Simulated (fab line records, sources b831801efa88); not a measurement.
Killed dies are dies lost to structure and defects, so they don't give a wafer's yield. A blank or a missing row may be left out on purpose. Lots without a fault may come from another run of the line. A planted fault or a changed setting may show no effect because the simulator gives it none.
Which tool did it? | flow sky130 | 14 lots, 39 wafers sampled, at 4 steps of a route of 708

WHAT THE GAUGES READ, wafer by wafer
SKY_FIELD_ISO_THK_MEAS_23. Usual: FIELD_ISO_OXIDATION_01_THK 9.87 nm, standard deviation 0.21.
lot  | measured    | on            | FIELD_ISO_OXIDATION_01_THK (nm) | flag
L904 | day 2 06:57 | film_metro-01 | 9.72 9.73 9.66                  |
L905 | day 2 11:19 | film_metro-01 | 10.13 10.09 10.13               |
L906 | day 2 17:44 | film_metro-01 | 10.10 9.98 10.14                |
L907 | day 2 23:17 | film_metro-01 | 9.74 9.81 9.86                  |
L908 | day 3 05:35 | film_metro-02 | 9.89 9.77 9.95                  |
L910 | day 3 15:51 | film_metro-01 | 9.66 9.81 9.71                  |
L912 | day 3 23:14 | film_metro-02 | 9.83 9.75                       |
L913 | day 4 06:17 | film_metro-01 | 10.00 9.78                      |
L914 | day 4 11:54 | film_metro-01 | 10.05 10.11                     |
L921 | day 6 01:46 | film_metro-02 | 9.60 9.63 9.79                  |
L923 | day 6 11:01 | film_metro-01 | 10.22 10.21 10.15               |
L925 | day 6 21:11 | film_metro-01 | 9.52 9.64 9.60                  |
L926 | day 7 03:58 | film_metro-02 | 9.82 9.92 9.84                  |
L927 | day 7 06:05 | film_metro-01 | 9.87 10.07 10.26                |

SKY_PWDE_OVL_MEAS_07. Usual: PWDE_OVL -1.4 nm, standard deviation 1.4.
lot  | measured    | on         | PWDE_OVL (nm)  | flag
L904 | day 3 18:54 | overlay-01 | -0.6 0.0 1.0   |
L905 | day 3 23:52 | overlay-01 | 0.6 -1.2 -0.7  |
L906 | day 4 06:57 | overlay-01 | -3.5 -3.3 -3.9 |
L907 | day 4 13:54 | overlay-02 | 0.0 -0.3 -1.6  |
L908 | day 4 19:51 | overlay-01 | -0.6 -1.0 1.7  |
L910 | day 5 05:52 | overlay-01 | -1.7 0.0 -1.2  |
L912 | day 5 15:50 | overlay-02 | -1.0 -1.4      |
L913 | day 5 22:00 | overlay-01 | -0.4 -2.0      |
L914 | day 6 02:53 | overlay-02 | -0.8 -2.0      |
L921 | day 7 19:58 | overlay-02 | -0.1 1.8 0.4   |
L923 | day 8 06:54 | overlay-01 | -3.1 -1.1 -2.7 |
L925 | day 8 21:03 | overlay-02 | -0.6 1.4 1.3   |
L926 | day 9 04:06 | overlay-01 | -3.0 -2.1 -0.8 |
L927 | day 9 07:21 | overlay-01 | -1.6 -1.8 -3.1 |

WHICH TOOL RAN EACH LOT (tool, then ch and the chambers of the sampled wafers, then the start)
lot  | SKY_FIELD_ISO_ETCH_15             | SKY_FIELD_ISO_ETCH_17
L904 | rie_diel-02 ch 2,3, day 2 04:34   | rie_si-02 ch 2,3, day 2 04:43
L905 | rie_diel-02 ch 0,1,3, day 2 09:37 | rie_si-02 ch 1,2, day 2 09:47
L906 | rie_diel-02 ch 1,2, day 2 15:19   | rie_si-02 ch 0,1, day 2 15:28
L907 | rie_diel-01 ch 0,3, day 2 20:31   | rie_si-01 ch 2,3, day 2 20:40
L908 | rie_diel-04 ch 0,1,2, day 3 03:55 | rie_si-01 ch 0,2,3, day 3 04:04
L910 | rie_diel-04 ch 1,2,3, day 3 14:10 | rie_si-02 ch 0,2, day 3 14:19
L912 | rie_diel-01 ch 1,2, day 3 21:34   | rie_si-01 ch 1,2, day 3 21:43
L913 | rie_diel-01 ch 1,3, day 4 02:55   | rie_si-01 ch 1,3, day 4 03:04
L914 | rie_diel-02 ch 1,3, day 4 09:40   | rie_si-01 ch 0,3, day 4 09:49
L921 | rie_diel-04 ch 2,3, day 6 00:03   | rie_si-02 ch 0,2,3, day 6 00:15
L923 | rie_diel-02 ch 0,3, day 6 09:19   | rie_si-02 ch 0,3, day 6 09:29
L925 | rie_diel-04 ch 2,3, day 6 19:27   | rie_si-01 ch 0,1,3, day 6 19:37
L926 | rie_diel-01 ch 0,3, day 6 23:34   | rie_si-02 ch 0,1, day 6 23:44
L927 | rie_diel-01 ch 1,2,3, day 7 03:25 | rie_si-01 ch 2,3, day 7 03:34
- SKY_FIELD_ISO_ETCH_15: etches the open film in CHF3/O2, stops on Si, target depth 180 nm, time 72 s.
- SKY_FIELD_ISO_ETCH_17: etches Si in HBr/Cl2/O2, target depth 342 nm, time 97.7 s.

WHAT THE TOOLS THEMSELVES READ (means of the sampled wafers that have a number; where no wafer has one, the mark that the record gives instead)
SKY_FIELD_ISO_ETCH_15. Usual: bias_w 200.1 W, standard deviation 0.61; drypump_motor_current_A 5.9 A, standard deviation 0.44; oes_product_au 0.944 a.u., standard deviation 0.0075; run_length_s 100.3 s, standard deviation 0.49; throttle_valve_pct 8.844 %, standard deviation 0.0087.
lot  | tool        | bias_w (W) | drypump_motor_current_A (A) | oes_product_au (a.u.) | run_length_s (s) | throttle_valve_pct (%) | flag
L904 | rie_diel-02 | 200.1      | 5.6                         | 0.944                 | 100.0            | 8.842                  |
L905 | rie_diel-02 | 200.0      | 5.7                         | 0.945                 | 100.7            | 8.847                  |
L906 | rie_diel-02 | 200.5      | 6.0                         | 0.953                 | 100.0            | 8.844                  |
L907 | rie_diel-01 | 200.0      | 6.5                         | 0.944                 | 100.1            | 8.836                  |
L908 | rie_diel-04 | 199.8      | 5.6                         | 0.948                 | 100.3            | 8.851                  |
L910 | rie_diel-04 | 200.3      | 5.7                         | 0.946                 | 100.7            | 8.847                  |
L912 | rie_diel-01 | 199.8      | 6.3                         | 0.946                 | 100.1            | 8.857                  |
L913 | rie_diel-01 | 201.2      | 6.4                         | 0.948                 | 100.5            | 8.854                  |
L914 | rie_diel-02 | 200.2      | 5.7                         | 0.946                 | 99.9             | 8.846                  |
L921 | rie_diel-04 | 200.3      | 5.9                         | 0.934                 | 100.8            | 8.844                  |
L923 | rie_diel-02 | 200.3      | 5.5                         | 0.942                 | 100.3            | 8.853                  |
L925 | rie_diel-04 | 199.5      | 5.6                         | 0.946                 | 100.5            | 8.843                  |
L926 | rie_diel-01 | 200.4      | 6.3                         | 0.940                 | 99.9             | 8.850                  |
L927 | rie_diel-01 | 200.0      | 6.4                         | 0.948                 | 100.4            | 8.839                  |

SKY_FIELD_ISO_ETCH_17. Usual: bias_w 150.1 W, standard deviation 0.48; drypump_motor_current_A 5.7 A, standard deviation 0.31; oes_product_au 0.999 a.u., standard deviation 0.0074; run_length_s 126.2 s, standard deviation 0.45; throttle_valve_pct 25.657 %, standard deviation 0.0092.
lot  | tool      | bias_w (W) | drypump_motor_current_A (A) | oes_product_au (a.u.) | run_length_s (s) | throttle_valve_pct (%) | flag
L904 | rie_si-02 | 149.7      | 5.5                         | 0.998                 | 126.5            | 25.659                 |
L905 | rie_si-02 | 150.1      | 6.1                         | 1.009                 | 125.6            | 25.657                 |
L906 | rie_si-02 | 150.2      | 5.8                         | 1.003                 | 126.0            | 25.661                 |
L907 | rie_si-01 | 150.0      | 5.7                         | 0.992                 | 126.1            | 25.656                 |
L908 | rie_si-01 | 150.1      | 5.6                         | 0.996                 | 126.3            | 25.662                 |
L910 | rie_si-02 | 149.6      | 6.2                         | 1.005                 | 125.8            | 25.652                 |
L912 | rie_si-01 | 150.0      | 5.7                         | 1.002                 | 108.3            | 25.652                 | OFF
L913 | rie_si-01 | 149.9      | 5.7                         | 1.000                 | 108.7            | 25.661                 | OFF
L914 | rie_si-01 | 149.8      | 5.6                         | 0.994                 | 108.7            | 25.649                 | OFF
L921 | rie_si-02 | 149.9      | 5.8                         | 0.997                 | 126.0            | 25.668                 |
L923 | rie_si-02 | 149.9      | 5.7                         | 0.989                 | 126.0            | 25.655                 |
L925 | rie_si-01 | 150.2      | 5.6                         | 1.010                 | 126.2            | 25.645                 |
L926 | rie_si-02 | 150.1      | 5.9                         | 0.996                 | 126.1            | 25.662                 |
L927 | rie_si-01 | 150.1      | 5.8                         | 1.002                 | 126.6            | 25.645                 |

THE ANSWER, worked out from the rows above alone
Rule: a lot is off if the mean of its wafers that have a number lies more than 3 standard deviations from the usual mean. A lot without any number at a reading at which 4 lots or more have one is off too. The other lots that the step has rows for count as sound. The gauges are gone through in route order, then the tools' own readings, and for those a lot's mean is taken as printed above. The first step at which some lot is off is used, and at that step the reading that is off furthest; a lot without a number counts as furthest.
Off: L912, L913, L914, at SKY_FIELD_ISO_ETCH_17 (run_length_s).
A tool fits if, at that step or a process step before it, it ran every lot that is off, and no sound lot after the first of them. None of those tried fits.

WHAT THE SIMULATOR HAD PUT IN
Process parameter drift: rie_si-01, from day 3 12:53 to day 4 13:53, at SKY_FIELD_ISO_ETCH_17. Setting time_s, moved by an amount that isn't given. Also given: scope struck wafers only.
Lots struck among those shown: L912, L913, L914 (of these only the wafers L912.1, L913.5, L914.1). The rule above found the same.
